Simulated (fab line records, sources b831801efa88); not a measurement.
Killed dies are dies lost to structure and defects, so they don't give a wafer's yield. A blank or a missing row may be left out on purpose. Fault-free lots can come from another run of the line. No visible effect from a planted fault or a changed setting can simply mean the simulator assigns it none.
fab line records	flow sky130
[record] lots = 14	wafers = 42	last-day = 50
route steps=708 shown DNWELL@41 NWELL@63 VT_ADJUST_HVTP@95 PAD_OPEN@708
lots with no fault: from the same line, run without faults
start-h: hours from the record's first day to the start of the lot's first wafer shown	wait-h: time in hours since the lot's previous step	" unchanged from the row above	L1.1+2: a row that stands for several wafers	- either no value or no given start	* or withheld: withheld	< > ~ a bound
route shown NAME@n: names a module that has steps shown in the file, with the first one's number in the route	usual: mean/standard deviation of fault-free wafers	same: alike in all rows	chamber/n: place in a boat	sites: readings site by site	_std_site: the standard deviation of these	_edge_site: mean of outer sites minus mean of inner sites	radius-mm: for every site, how far away it sits from the centre of the wafer	mask NAME#n: copy n	behind: tool/chamber where the wafer was last shaped	hold: cause of the lot's hold/its duration in hours/its outcome	device: whichever transistor did not switch (one of n, p or np)	end of line: the tests these same wafers got at the end of their route	for a step that has no rows: nothing shown but its recipe	killed: dies that structure and defects cost at the first sort, which is not the same as the wafer's yield	map: shows each die of a wafer: x if killed, . if not, _ if none is there
set.NAME: the run value of the setting; set.NAME@STEP: its run value at that earlier step	model.NAME: the simulator's own value behind a step, which no gauge read
steps of the route over a sample of lots; a table a step, a row a wafer
services: when a tool's chamber went out of use (start-h, in hours from the record's first day, below 0 if earlier), for how many hours, and the reason
[[steps]]
[step SKY_DNWELL_DEVELOP_06]
[recipe] wall-angle-deg = 90	developer = TMAH	develop-time-s = 60	dev-temp-c = 23
[usual] developer-temp-C = 23.00/0.096
lot.wafer	tool	chamber	start-h	wait-h	developer-temp-C
L959.2	litho-track-03	0	56	-	22.89
L959.3	"	0	"	"	23.17
L959.6	"	0	"	"	22.89
L960.1	litho-track-03	0	64	-	23.01
L960.3	"	0	"	"	22.93
L960.4	"	0	"	"	23.04
L961.1	litho-track-02	0	70	-	22.99
L961.4	"	0	"	"	22.74
L961.5	"	0	"	"	22.91
L963.3	litho-track-01	0	87	-	22.96
L963.4	"	0	"	"	23.01
L963.6	"	0	"	"	22.90
L965.3	litho-track-02	0	89	-	23.13
L965.4	"	0	"	"	23.27
L965.6	"	0	"	"	23.09
L964.1	litho-track-01	0	89	-	23.10
L964.4	"	0	"	"	23.05
L964.5	"	0	"	"	23.10
L966.2	litho-track-02	0	95	-	22.95
L966.3	"	0	"	"	22.94
L966.5	"	0	"	"	23.06
L968.1	litho-track-02	0	106	-	22.94
L968.2	"	0	"	"	23.00
L968.5	"	0	"	"	22.97
L971.1	litho-track-02	0	126	-	22.98
L971.5	"	0	"	"	23.13
L971.6	"	0	"	"	22.98
L974.3	litho-track-01	0	140	-	22.86
L974.4	"	0	"	"	23.22
L974.6	"	0	"	"	23.08
L975.1	litho-track-02	0	143	-	23.80
L975.2	"	0	"	"	23.78
L975.4	"	0	"	"	23.97
L976.3	litho-track-01	0	147	-	23.22
L976.5	"	0	"	"	23.08
L976.6	"	0	"	"	22.97
L977.1	litho-track-02	0	155	-	24.04
L977.2	"	0	"	"	23.87
L977.6	"	0	"	"	24.07
L981.1	litho-track-03	0	179	-	23.00
L981.3	"	0	"	"	23.00
L981.5	"	0	"	"	22.99
[step SKY_NWELL_OVL_MEAS_10]
[usual] NWELL_00_OVL = -0.9/1.4
lot.wafer	tool	chamber	start-h	wait-h	NWELL_00_OVL[nm]
L959.2	overlay-01	-	89.81	-	-1.5
L959.3	"	-	"	"	-1.2
L959.6	"	-	"	"	0.2
L960.1	overlay-02	-	99.64	-	-3.0
L960.3	"	-	"	"	-2.6
L960.4	"	-	"	"	-1.8
L961.1	overlay-02	-	104.25	-	-0.6
L961.4	"	-	"	"	0.1
L961.5	"	-	"	"	1.1
L963.3	overlay-01	-	123.82	-	-0.7
L963.4	"	-	"	"	-0.9
L963.6	"	-	"	"	-3.4
L965.3	overlay-02	-	125.80	-	-1.9
L965.4	"	-	"	"	-0.9
L965.6	"	-	"	"	-1.1
L964.1	overlay-02	-	126.26	-	-1.4
L964.4	"	-	"	"	-1.6
L964.5	"	-	"	"	-1.8
L966.2	overlay-01	-	132.34	-	-1.0
L966.3	"	-	"	"	0.3
L966.5	"	-	"	"	0.7
L968.1	overlay-01	-	144.41	-	0.9
L968.2	"	-	"	"	1.0
L968.5	"	-	"	"	1.8
L971.1	overlay-02	-	165.41	-	0.8
L971.5	"	-	"	"	0.0
L971.6	"	-	"	"	2.4
L974.3	overlay-02	-	180.40	-	-2.1
L974.4	"	-	"	"	-1.8
L974.6	"	-	"	"	-1.9
L975.1	overlay-01	-	184.06	-	1.3
L975.2	"	-	"	"	-1.7
L975.4	"	-	"	"	-1.0
L976.3	overlay-02	-	188.32	-	0.2
L976.5	"	-	"	"	-1.5
L976.6	"	-	"	"	-0.2
L977.1	overlay-01	-	197.84	-	-1.2
L977.2	"	-	"	"	-0.6
L977.6	"	-	"	"	-0.7
L981.1	overlay-02	-	222.60	-	-0.7
L981.3	"	-	"	"	-1.6
L981.5	"	-	"	"	-2.4
[step SKY_NWELL_TW_MEAS_15]
[usual] NWELL_TW = 1815/12
lot.wafer	tool	chamber	start-h	wait-h	NWELL_TW
L959.2	film-metro-02	-	90.40	0.1	1817
L959.3	"	-	"	"	1816
L959.6	"	-	"	"	1810
L960.1	film-metro-04	-	100.22	0.1	1804
L960.3	"	-	"	"	1790
L960.4	"	-	"	"	1799
L961.1	film-metro-04	-	104.84	0.1	1818
L961.4	"	-	"	"	1802
L961.5	"	-	"	"	1805
L963.3	film-metro-03	-	124.41	0.1	1826
L963.4	"	-	"	"	1823
L963.6	"	-	"	"	1825
L965.3	film-metro-03	-	126.39	0.1	1816
L965.4	"	-	"	"	1806
L965.6	"	-	"	"	1809
L964.1	film-metro-02	-	126.85	0.1	1825
L964.4	"	-	"	"	1807
L964.5	"	-	"	"	1807
L966.2	film-metro-02	-	133.09	0.2	1824
L966.3	"	-	"	"	1815
L966.5	"	-	"	"	1817
L968.1	film-metro-04	-	145.00	0.1	1808
L968.2	"	-	"	"	1801
L968.5	"	-	"	"	1800
L971.1	film-metro-04	-	166.00	0.1	1808
L971.5	"	-	"	"	1814
L971.6	"	-	"	"	1806
L974.3	film-metro-04	-	181.00	0.1	1783
L974.4	"	-	"	"	1805
L974.6	"	-	"	"	1799
L975.1	film-metro-02	-	184.65	0.1	1829
L975.2	"	-	"	"	1833
L975.4	"	-	"	"	1834
L976.3	film-metro-02	-	188.92	0.1	1830
L976.5	"	-	"	"	1834
L976.6	"	-	"	"	1830
L977.1	film-metro-03	-	198.42	0.1	1821
L977.2	"	-	"	"	1813
L977.6	"	-	"	"	1815
L981.1	film-metro-04	-	223.19	0.1	1790
L981.3	"	-	"	"	1793
L981.5	"	-	"	"	1797
[step SKY_VT_ADJUST_HVTP_STRIP_10]
[recipe] chemistry = O2/N2	power-w = 1400	pressure-mtorr = 1500	platen-temp-c = withheld	o2-flow-sccm = 3000	n2-flow-sccm = 300	overash-fraction = 0.5
[usual] drypump-motor-current-A = 5.5/0.41	oes-product-au = 0.716/0.0041	strip-time-to-endpoint-s = 14.20/0.039
lot.wafer	tool	chamber	start-h	wait-h	drypump-motor-current-A	oes-product-au	rf-hours-counter-h	strip-time-to-endpoint-s
L959.2	plasma-asher-02	1	128.07	0.1	5.4	0.716	1	14.18
L959.3	"	1	"	"	5.4	0.713	-	14.10
L959.6	"	0	"	"	5.6	0.708	-	14.15
L960.1	plasma-asher-03	1	138.92	0.1	5.9	0.714	31	14.17
L960.3	"	1	"	"	5.9	0.713	-	14.19
L960.4	"	0	"	"	4.9	0.712	-	14.15
L961.1	plasma-asher-03	0	143.03	0.1	4.9	0.712	32	14.25
L961.4	"	0	"	"	4.9	0.711	-	14.25
L961.5	"	1	"	"	5.9	0.711	-	14.27
L963.3	plasma-asher-02	0	163.96	0.1	5.6	0.718	-	14.26
L963.4	"	1	"	"	5.3	0.711	-	14.19
L963.6	"	1	"	"	5.4	0.717	-	14.25
L965.3	plasma-asher-02	0	165.84	0.1	5.6	0.713	-	14.24
L965.4	"	1	"	"	5.4	0.715	-	14.19
L965.6	"	0	"	"	5.6	0.716	-	14.20
L964.1	plasma-asher-02	1	166.62	0.1	5.3	0.715	5	14.24
L964.4	"	0	"	"	5.7	0.712	-	14.18
L964.5	"	1	"	"	5.4	0.722	-	14.22
L966.2	plasma-asher-02	1	174.07	0.1	5.3	0.708	6	14.19
L966.3	"	0	"	"	5.6	0.715	-	14.22
L966.5	"	0	"	"	5.6	0.708	-	14.17
L968.1	plasma-asher-03	1	185.92	0.1	5.9	0.715	36	14.22
L968.2	"	0	"	"	4.9	0.720	36	14.17
L968.5	"	0	"	"	4.9	0.711	-	14.24
L971.1	plasma-asher-02	0	209.08	0.1	5.7	0.717	9	14.23
L971.5	"	0	"	"	5.7	0.725	-	14.17
L971.6	"	1	"	"	5.4	0.717	-	14.19
L974.3	plasma-asher-03	0	224.26	0.1	4.9	0.713	-	14.24
L974.4	"	1	"	"	5.9	0.719	-	14.19
L974.6	"	0	"	"	4.9	0.714	-	14.24
L975.1	plasma-asher-02	0	229.26	0.1	5.6	0.714	11	14.24
L975.2	"	1	"	"	5.4	0.718	11	14.21
L975.4	"	1	"	"	5.4	0.716	-	14.19
L976.3	plasma-asher-01	0	233.49	0.1	6.5	0.714	-	14.20
L976.5	"	0	"	"	6.5	0.724	-	14.19
L976.6	"	1	"	"	6.1	0.722	-	14.16
L977.1	plasma-asher-01	1	243.31	0.1	6.0	0.719	53	14.12
L977.2	"	0	"	"	6.5	0.715	53	14.13
L977.6	"	0	"	"	6.5	0.707	-	14.12
L981.1	plasma-asher-02	1	270.36	0.1	5.4	0.711	15	14.21
L981.3	"	1	"	"	5.3	0.721	-	14.15
L981.5	"	0	"	"	5.6	0.723	-	14.18
[step SKY_PAD_OPEN_PROBE_99]
[usual] killed_at_M0_to_M3 = 44/6.8	killed_at_M4_up = 3.1/1.9	killed-at-contacts = 25/5.9	killed-at-front-end = 15/4.3	killed-at-other = 0.2/0.51	killed-dies = 87/11	killed-open = 47/7.9	killed-short = 39/6.4
[same] gross-dies = 492	killed-at-back-side = 0
lot.wafer	tool	chamber	start-h	wait-h	killed_at_M0_to_M3	killed_at_M4_up	killed-at-contacts	killed-at-front-end	killed-at-other	killed-dies	killed-open	killed-short
L959.2	prober-01	-	1077.28	0.1	47	2	35	13	0	97	51	46
L959.3	prober-01	-	1077.33	0.2	47	3	25	19	0	94	46	48
L959.6	prober-01	-	1077.48	0.2	44	1	31	15	0	91	58	33
L960.1	prober-01	-	1095.42	0.1	45	2	22	15	0	84	45	39
L960.3	prober-01	-	1095.52	0.2	53	3	34	10	2	102	57	45
L960.4	prober-01	-	1095.57	0.2	47	1	13	12	0	73	43	30
L961.1	prober-02	-	1096.65	0.1	68	2	29	16	0	115	67	48
L961.4	prober-02	-	1096.80	0.2	35	7	17	15	0	74	33	41
L961.5	prober-02	-	1096.85	0.2	38	4	26	15	0	83	47	36
L965.3	prober-02	-	1120.44	0.2	38	2	33	15	0	88	48	40
L965.4	prober-02	-	1120.49	0.2	40	2	30	13	1	86	39	47
L965.6	prober-02	-	1120.59	0.2	40	2	24	17	0	83	48	35
L963.3	prober-01	-	1121.37	0.2	52	3	29	14	0	98	51	47
L963.4	prober-01	-	1121.42	0.2	38	3	28	17	0	86	53	33
L963.6	prober-01	-	1121.52	0.2	40	5	22	11	0	78	44	34
L964.1	prober-02	-	1121.94	0.1	44	6	30	20	1	101	46	55
L964.4	prober-02	-	1122.09	0.2	42	8	31	19	0	100	51	49
L964.5	prober-02	-	1122.14	0.2	60	4	26	16	1	107	54	53
L966.2	prober-01	-	1125.20	0.1	39	0	15	17	2	73	41	32
L966.3	prober-01	-	1125.25	0.2	44	1	17	12	1	75	37	38
L966.5	prober-01	-	1125.35	0.2	47	2	20	15	0	84	37	47
L968.1	prober-01	-	1134.53	0.1	46	2	33	24	0	105	51	54
L968.2	prober-01	-	1134.58	0.1	38	4	15	14	0	71	45	26
L968.5	prober-01	-	1134.73	0.2	39	0	17	14	1	71	38	33
L971.1	prober-02	-	1160.15	0.1	38	6	22	9	0	75	42	33
L971.5	prober-02	-	1160.35	0.2	43	3	26	15	1	88	48	40
L971.6	prober-02	-	1160.40	0.2	38	0	41	6	0	85	51	34
L974.3	prober-01	-	1165.15	0.2	46	6	27	13	0	92	38	54
L974.4	prober-01	-	1165.20	0.2	50	3	33	14	0	100	58	42
L974.6	prober-01	-	1165.30	0.2	46	5	28	11	0	90	55	35
L975.1	prober-02	-	1166.08	0.1	55	4	21	23	0	103	61	42
L975.2	prober-02	-	1166.13	0.1	39	4	21	13	0	77	38	39
L975.4	prober-02	-	1166.23	0.2	40	4	23	15	0	82	55	27
L976.3	prober-01	-	1169.04	0.2	60	2	26	19	1	108	56	52
L976.5	prober-01	-	1169.14	0.2	29	1	22	10	1	63	36	27
L976.6	prober-01	-	1169.19	0.2	49	6	27	18	0	100	50	50
L977.1	prober-01	-	1186.27	0.1	41	2	22	14	0	79	32	47
L977.2	prober-01	-	1186.32	0.1	42	2	16	17	0	77	48	29
L977.6	prober-01	-	1186.52	0.2	48	7	25	16	0	96	59	37
L981.1	prober-02	-	1200.54	0.1	61	3	35	13	0	112	67	45
L981.3	prober-02	-	1200.64	0.2	52	1	23	18	0	94	56	38
L981.5	prober-02	-	1200.74	0.2	49	4	19	14	0	86	48	38
// killed by level:class
L959.2 CONTACT:geometric-particle:open=11 LI_CONTACT:geometric-particle:open=9 VIA3:geometric-particle:open=8 METAL2:geometric-particle:short=7 CONTACT:geometric-particle:short=6 VIA1:geometric-particle:open=6 VIA2:geometric-particle:open=6 POLY_GATE:geometric-particle:short=5
L959.3 CONTACT:geometric-particle:open=10 VIA1:geometric-particle:short=8 VIA1:geometric-particle:open=8 VIA2:geometric-particle:open=7 POLY_GATE:geometric-particle:short=7 VIA3:geometric-particle:open=6 VIA3:geometric-particle:short=6 POLY_GATE:geometric-particle:open=4
L959.6 VIA1:geometric-particle:open=13 CONTACT:geometric-particle:open=13 VIA3:geometric-particle:open=8 CONTACT:geometric-particle:short=7 VIA1:geometric-particle:short=7 LI_CONTACT:geometric-particle:open=6 FIELD_ISO:geometric-particle:open=5 VIA2:geometric-particle:open=5
L960.1 VIA1:geometric-particle:open=18 LI_CONTACT:geometric-particle:open=7 POLY_GATE:geometric-particle:short=6 CONTACT:geometric-particle:open=5 METAL1:geometric-particle:short=5 METAL2:geometric-particle:short=5 LI_CONTACT:geometric-particle:short=4 VIA2:geometric-particle:open=4
L960.3 CONTACT:geometric-particle:open=15 VIA3:geometric-particle:open=14 VIA1:geometric-particle:open=11 CONTACT:geometric-particle:short=6 METAL1:geometric-particle:short=6 VIA3:geometric-particle:short=6 LI_CONTACT:geometric-particle:short=5 LI_CONTACT:geometric-particle:open=4
L960.4 VIA3:geometric-particle:open=15 VIA1:geometric-particle:open=10 FIELD_ISO:geometric-particle:short=7 METAL2:geometric-particle:short=5 VIA2:geometric-particle:open=5 LI_CONTACT:geometric-particle:short=4 CONTACT:geometric-particle:open=4 METAL1:geometric-particle:short=4
L961.1 VIA1:geometric-particle:open=15 CONTACT:geometric-particle:open=14 VIA3:geometric-particle:open=12 CONTACT:geometric-particle:short=9 METAL2:geometric-particle:short=9 METAL1:geometric-particle:short=7 VIA2:geometric-particle:open=7 FIELD_ISO:geometric-particle:open=5
L961.4 VIA1:geometric-particle:open=9 FIELD_ISO:geometric-particle:short=6 CONTACT:geometric-particle:open=6 METAL1:geometric-particle:short=6 METAL2:geometric-particle:short=5 VIA3:geometric-particle:open=5 LOCAL_INTERCONNECT:geometric-particle:short=4 POLY_GATE:geometric-particle:short=3
L961.5 VIA1:geometric-particle:open=10 CONTACT:geometric-particle:open=8 VIA2:geometric-particle:open=8 LI_CONTACT:geometric-particle:open=5 POLY_GATE:geometric-particle:short=4 LI_CONTACT:geometric-particle:short=4 LOCAL_INTERCONNECT:geometric-particle:short=4 CONTACT:geometric-particle:short=4
L965.3 CONTACT:geometric-particle:open=11 VIA1:geometric-particle:open=10 LOCAL_INTERCONNECT:geometric-particle:short=9 LI_CONTACT:geometric-particle:open=8 FIELD_ISO:geometric-particle:open=5 CONTACT:geometric-particle:short=5 METAL1:geometric-particle:short=5 VIA1:geometric-particle:short=5
L965.4 VIA1:geometric-particle:open=13 LI_CONTACT:geometric-particle:open=8 CONTACT:geometric-particle:short=6 FIELD_ISO:geometric-particle:short=5 VIA2:geometric-particle:short=5 LI_CONTACT:geometric-particle:short=5 LOCAL_INTERCONNECT:geometric-particle:short=5 METAL2:geometric-particle:short=4
L965.6 CONTACT:geometric-particle:open=12 FIELD_ISO:geometric-particle:open=7 LI_CONTACT:geometric-particle:open=6 METAL1:geometric-particle:short=6 VIA1:geometric-particle:open=6 VIA3:geometric-particle:open=6 METAL2:geometric-particle:short=5 VIA2:geometric-particle:open=5
L963.3 CONTACT:geometric-particle:open=12 VIA1:geometric-particle:open=12 VIA2:geometric-particle:open=9 VIA1:geometric-particle:short=8 METAL1:geometric-particle:short=6 CONTACT:geometric-particle:short=5 METAL2:geometric-particle:short=5 VIA3:geometric-particle:short=5
L963.4 CONTACT:geometric-particle:open=11 VIA1:geometric-particle:open=11 LI_CONTACT:geometric-particle:open=8 METAL2:geometric-particle:short=7 VIA3:geometric-particle:open=7 FIELD_ISO:geometric-particle:short=6 CONTACT:geometric-particle:short=5 VIA2:geometric-particle:open=4
L963.6 CONTACT:geometric-particle:open=13 VIA1:geometric-particle:open=8 METAL1:geometric-particle:short=6 POLY_GATE:geometric-particle:open=6 VIA3:geometric-particle:short=6 VIA2:geometric-particle:open=4 VIA3:geometric-particle:open=4 VIA1:geometric-particle:short=4
L964.1 CONTACT:geometric-particle:open=9 LI_CONTACT:geometric-particle:open=8 VIA1:geometric-particle:open=8 METAL2:geometric-particle:short=7 VIA2:geometric-particle:open=7 METAL1:geometric-particle:short=6 FIELD_ISO:geometric-particle:short=5 POLY_GATE:geometric-particle:open=5
L964.4 METAL1:geometric-particle:short=10 LI_CONTACT:geometric-particle:open=10 CONTACT:geometric-particle:open=9 POLY_GATE:geometric-particle:open=6 VIA3:geometric-particle:open=6 LI_CONTACT:geometric-particle:short=5 VIA1:geometric-particle:short=5 METAL4:geometric-particle:short=5
L964.5 CONTACT:geometric-particle:open=14 METAL1:geometric-particle:short=10 VIA1:geometric-particle:open=10 METAL2:geometric-particle:short=9 VIA2:geometric-particle:open=8 VIA3:geometric-particle:short=6 LOCAL_INTERCONNECT:geometric-particle:short=5 VIA3:geometric-particle:open=5
L966.2 VIA2:geometric-particle:open=9 VIA1:geometric-particle:open=8 FIELD_ISO:geometric-particle:open=6 CONTACT:geometric-particle:short=6 POLY_GATE:geometric-particle:short=5 POLY_GATE:geometric-particle:open=4 VIA2:geometric-particle:short=4 LI_CONTACT:geometric-particle:open=3
L966.3 CONTACT:geometric-particle:open=9 VIA1:geometric-particle:open=8 VIA3:geometric-particle:open=7 VIA1:geometric-particle:short=6 VIA2:geometric-particle:open=5 VIA3:geometric-particle:short=4 POLY_GATE:geometric-particle:short=4 METAL1:geometric-particle:short=4
L966.5 METAL1:geometric-particle:short=7 VIA1:geometric-particle:open=7 VIA3:geometric-particle:open=7 VIA3:geometric-particle:short=6 METAL2:geometric-particle:short=6 LOCAL_INTERCONNECT:geometric-particle:short=5 CONTACT:geometric-particle:short=5 FIELD_ISO:geometric-particle:open=4
L968.1 CONTACT:geometric-particle:short=10 VIA1:geometric-particle:open=10 CONTACT:geometric-particle:open=9 METAL2:geometric-particle:short=9 VIA3:geometric-particle:open=8 FIELD_ISO:geometric-particle:short=7 VIA1:geometric-particle:short=6 LI_CONTACT:geometric-particle:open=5
L968.2 VIA1:geometric-particle:open=13 CONTACT:geometric-particle:open=10 FIELD_ISO:geometric-particle:short=6 VIA1:geometric-particle:short=5 VIA2:geometric-particle:short=4 VIA3:geometric-particle:open=4 POLY_GATE:geometric-particle:open=3 LI_CONTACT:geometric-particle:open=3
L968.5 VIA1:geometric-particle:open=13 METAL2:geometric-particle:short=6 FIELD_ISO:geometric-particle:open=5 LOCAL_INTERCONNECT:geometric-particle:short=5 CONTACT:geometric-particle:short=5 VIA2:geometric-particle:open=5 POLY_GATE:geometric-particle:open=4 LI_CONTACT:geometric-particle:open=4
L971.1 VIA1:geometric-particle:open=10 LI_CONTACT:geometric-particle:open=8 CONTACT:geometric-particle:short=6 VIA2:geometric-particle:open=6 CONTACT:geometric-particle:open=5 METAL1:geometric-particle:short=5 METAL4:geometric-particle:short=5 VIA2:geometric-particle:short=4
L971.5 VIA1:geometric-particle:open=15 CONTACT:geometric-particle:open=9 CONTACT:geometric-particle:short=6 VIA2:geometric-particle:open=6 LI_CONTACT:geometric-particle:open=5 METAL2:geometric-particle:short=5 VIA1:geometric-particle:short=5 POLY_GATE:geometric-particle:short=4
L971.6 CONTACT:geometric-particle:open=19 VIA3:geometric-particle:open=9 LI_CONTACT:geometric-particle:short=8 VIA2:geometric-particle:open=8 LI_CONTACT:geometric-particle:open=7 VIA1:geometric-particle:short=6 CONTACT:geometric-particle:short=5 VIA1:geometric-particle:open=5
L974.3 LOCAL_INTERCONNECT:geometric-particle:short=9 METAL1:geometric-particle:short=9 CONTACT:geometric-particle:open=8 VIA3:geometric-particle:short=8 LI_CONTACT:geometric-particle:open=6 VIA1:geometric-particle:open=6 VIA2:geometric-particle:open=5 METAL2:geometric-particle:short=5
L974.4 VIA1:geometric-particle:open=16 CONTACT:geometric-particle:open=12 LI_CONTACT:geometric-particle:open=9 VIA2:geometric-particle:open=9 LOCAL_INTERCONNECT:geometric-particle:short=5 VIA1:geometric-particle:short=5 CONTACT:geometric-particle:short=4 FIELD_ISO:geometric-particle:short=4
L974.6 VIA2:geometric-particle:open=11 CONTACT:geometric-particle:open=10 VIA3:geometric-particle:open=9 VIA1:geometric-particle:open=8 CONTACT:geometric-particle:short=6 FIELD_ISO:geometric-particle:open=5 LI_CONTACT:geometric-particle:open=5 LOCAL_INTERCONNECT:geometric-particle:short=5
L975.1 VIA1:geometric-particle:open=16 VIA2:geometric-particle:open=13 POLY_GATE:geometric-particle:open=10 VIA1:geometric-particle:short=9 CONTACT:geometric-particle:open=6 FIELD_ISO:geometric-particle:short=5 LI_CONTACT:geometric-particle:open=5 POLY_GATE:geometric-particle:short=4
L975.2 VIA1:geometric-particle:open=12 CONTACT:geometric-particle:open=6 METAL2:geometric-particle:short=6 CONTACT:geometric-particle:short=5 VIA3:geometric-particle:open=5 VIA1:geometric-particle:short=5 POLY_GATE:geometric-particle:short=4 POLY_GATE:geometric-particle:open=4
L975.4 VIA1:geometric-particle:open=14 LI_CONTACT:geometric-particle:open=9 VIA3:geometric-particle:open=7 CONTACT:geometric-particle:open=7 VIA2:geometric-particle:open=5 FIELD_ISO:geometric-particle:open=4 METAL2:geometric-particle:short=4 LOCAL_INTERCONNECT:geometric-particle:short=3
L976.3 VIA2:geometric-particle:open=13 VIA1:geometric-particle:open=11 CONTACT:geometric-particle:open=11 METAL2:geometric-particle:short=9 CONTACT:geometric-particle:short=7 POLY_GATE:geometric-particle:short=6 VIA3:geometric-particle:open=6 FIELD_ISO:geometric-particle:open=5
L976.5 LI_CONTACT:geometric-particle:open=7 CONTACT:geometric-particle:open=7 VIA1:geometric-particle:open=7 VIA2:geometric-particle:open=6 LOCAL_INTERCONNECT:geometric-particle:short=4 METAL1:geometric-particle:short=4 CONTACT:geometric-particle:short=3 VIA2:geometric-particle:short=3
L976.6 VIA1:geometric-particle:open=12 CONTACT:geometric-particle:open=10 METAL1:geometric-particle:short=9 LI_CONTACT:geometric-particle:open=8 CONTACT:geometric-particle:short=6 VIA3:geometric-particle:short=6 METAL2:geometric-particle:short=5 METAL4:geometric-particle:short=5
L977.1 METAL1:geometric-particle:short=8 VIA2:geometric-particle:open=8 LOCAL_INTERCONNECT:geometric-particle:short=7 POLY_GATE:geometric-particle:short=6 METAL2:geometric-particle:short=6 LI_CONTACT:geometric-particle:open=5 CONTACT:geometric-particle:open=5 VIA1:geometric-particle:open=5
L977.2 VIA2:geometric-particle:open=10 VIA1:geometric-particle:open=9 CONTACT:geometric-particle:open=7 METAL2:geometric-particle:short=6 POLY_GATE:geometric-particle:short=5 POLY_GATE:geometric-particle:open=5 VIA1:geometric-particle:short=5 LI_CONTACT:geometric-particle:open=4
L977.6 VIA2:geometric-particle:open=12 VIA1:geometric-particle:open=12 CONTACT:geometric-particle:open=11 VIA1:geometric-particle:short=8 POLY_GATE:geometric-particle:open=7 LI_CONTACT:geometric-particle:open=7 METAL4:geometric-particle:short=6 VIA3:geometric-particle:open=5
L981.1 CONTACT:geometric-particle:open=13 VIA2:geometric-particle:open=12 METAL1:geometric-particle:short=10 VIA1:geometric-particle:open=10 VIA3:geometric-particle:open=10 CONTACT:geometric-particle:short=9 VIA1:geometric-particle:short=7 POLY_GATE:geometric-particle:open=6
L981.3 VIA1:geometric-particle:open=16 VIA2:geometric-particle:open=10 LI_CONTACT:geometric-particle:open=9 VIA1:geometric-particle:short=8 METAL2:geometric-particle:short=7 FIELD_ISO:geometric-particle:open=6 CONTACT:geometric-particle:open=6 POLY_GATE:geometric-particle:short=4
L981.5 VIA2:geometric-particle:open=12 CONTACT:geometric-particle:open=9 VIA1:geometric-particle:short=7 VIA3:geometric-particle:open=6 FIELD_ISO:geometric-particle:short=5 METAL1:geometric-particle:short=5 VIA1:geometric-particle:open=5 FIELD_ISO:geometric-particle:open=4
[[services]]
tool	chamber	start-h	hours	kind
plasma-asher-02	-	52.33	0.4	repair
plasma-asher-02	-	108.75	9.0	pm
plasma-asher-02	0	108.75	9.0	vent-cycle
plasma-asher-02	1	108.75	9.0	vent-cycle
plasma-asher-02	0	117.75	-	clean
plasma-asher-02	1	117.75	-	clean
plasma-asher-02	-	135.51	2.7	repair
plasma-asher-01	-	136.25	10.4	repair
plasma-asher-02	-	217.26	1.2	repair
plasma-asher-01	-	226.88	4.0	pm
[[key]]
[first-sign] step = SKY_DNWELL_DEVELOP_06	reading = developer-temp-C	direction = up	sigmas = 9.5	usual = *	struck = *
effect none on later readings
met-at SKY_DNWELL_DEVELOP_06
struck-lots L975,L977
tester-left-out L975,L977
not-acting-at SKY_NWELL_OVL_MEAS_10,SKY_NWELL_TW_MEAS_15,SKY_VT_ADJUST_HVTP_STRIP_10
onset-between 126 143
[fault] kind = process-parameter-drift	tool = litho-track-02	chamber = -	onset-h = 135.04	steps = SKY_DNWELL_DEVELOP_06	channel = dev-temp-c	offset = *	shape = step	end-h = 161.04	acts-in = *	stated = *
// tester-left-out: of these lots the tester's yield and bins aren't shown, on N5 and GAA mostly nor the transistor test; their killed dies are dies lost to structure and defects alone, not to doping, threshold or leakage, so they don't give the yield
